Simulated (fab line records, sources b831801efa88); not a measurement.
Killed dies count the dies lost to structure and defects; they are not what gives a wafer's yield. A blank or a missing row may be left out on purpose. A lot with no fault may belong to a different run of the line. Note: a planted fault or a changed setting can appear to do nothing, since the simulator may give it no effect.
Problem report, 8D (eight disciplines) form, completed by code ; flow gf180mcu ; the parts of the form that need people (team, actions taken, sign-off) are left out

== 1. PROBLEM STATEMENT ==
On 2 wafers of 1 lot, stripTimeToEndpointS at GF_M3_STRIP_17 has a mean of 5.71 s; fault-free wafers read 7.37 s, standard deviation 0.044. Relative to the usual mean, that is a shift of -38 standard deviations.
The step: strips in O2/N2.
First observed at day 27 18:17: wafer L713.4, on plasmaAsher-02. The record has a number at this step for 15 wafers belonging to 5 lots. Rule for "out" (also "out of limits"): further than 4 standard deviations from the usual mean. All remaining wafers that have a number are taken as sound.

== 2. WHAT IT IS; WHAT IT IS NOT ==
question;is;is not
which readings at this step;stripTimeToEndpointS, oesProductAu;heaterPowerW
which lots;L713;L699, L703, L706, L717
which wafers of those lots;L713.4, L713.5;L713.6
read on which tools;plasmaAsher-02;plasmaAsher-01, plasmaAsher-04
when;from day 27 18:17;"up to then (10 sound wafers); but 3 sound wafers of L717 came after"

== 3. THE SUSPECTS, EACH WITH WHAT RULES IT OUT ==
Counting: a tool at a process step up to the reading stays a suspect if it ran every lot that is out. Sound lots after the first of them don't rule it out here, since some wafers of a struck lot are sound.
- pvdSputter-04 at GF_M3_SPUTTER_04 (material TiN, target thk 50 nm, time 41.7 s): kept. It ran the lot that is out, L713 (day 26 21:13).
- rieMetal-04 at GF_M3_METAL_ETCH_16 (etches the open film in Cl2/BCl3, stops on SiO2, target depth 750.8 nm, time 125.1 s): kept. The lot that is out, L713, ran on it at day 27 18:10; the last sound lot it ran before that was L706, at day 26 01:52.
- plasmaAsher-02 at GF_M3_STRIP_17 (strips in O2/N2): kept. The lot that is out, L713, ran on it at day 27 18:17; the last sound lot it ran before that was L699, at day 23 00:59. Its own oesProductAu, stripTimeToEndpointS readings are out on those wafers.
- The sound lot-mates ran in chamber 1 of rieMetal-04 at GF_M3_METAL_ETCH_16, but the wafers that are out ran in chamber 0.
- The sound lot-mates ran in chamber 0 of plasmaAsher-02 at GF_M3_STRIP_17, but the wafers that are out ran in chamber 1.
Left after counting: pvdSputter-04 at GF_M3_SPUTTER_04, rieMetal-04 at GF_M3_METAL_ETCH_16, plasmaAsher-02 at GF_M3_STRIP_17.

== 4. THE CAUSE (what the simulator had put in) ==
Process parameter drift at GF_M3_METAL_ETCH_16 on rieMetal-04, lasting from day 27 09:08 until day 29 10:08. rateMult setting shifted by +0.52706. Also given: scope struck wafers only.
After counting, 3 suspects remain, this tool included.

== 5. SEQUENCE OF EFFECTS, ordered by route ==
Each row: a reading where the mean over the struck wafers with a number is more than 3 standard deviations away from the usual. Only readings for which the record gives a usual standard deviation are gone through. hours: the time from each lot's start at the first step in this table that gives one to its start at this step, as a median over the lots. sigmas: the change in usual standard deviations.
hours;step;reading;usual;on struck wafers;change;sigmas
0;GF_M3_STRIP_17;oesProductAu;0.536 a.u.;0.470;-0.067;-13
0;GF_M3_STRIP_17;stripTimeToEndpointS;7.37 s;5.71;-1.66;-38
The process steps in it:
- GF_M3_STRIP_17: strips in O2/N2.

== 6. WHAT WOULD HAVE CAUGHT IT SOONER ==
In this record no reading fell out of limits until day 27 18:17, 9 hours after the fault had begun at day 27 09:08.
Tool readings at GF_M3_METAL_ETCH_16 with a usual standard deviation given in the record: none out on any struck wafer, hence no alarm at a limit of 4 standard deviations on them.
By day 27 18:17, every lot that is out (1) had started GF_M3_METAL_ETCH_16 on rieMetal-04. Had the tool been put on hold then, not one of them would have been saved.
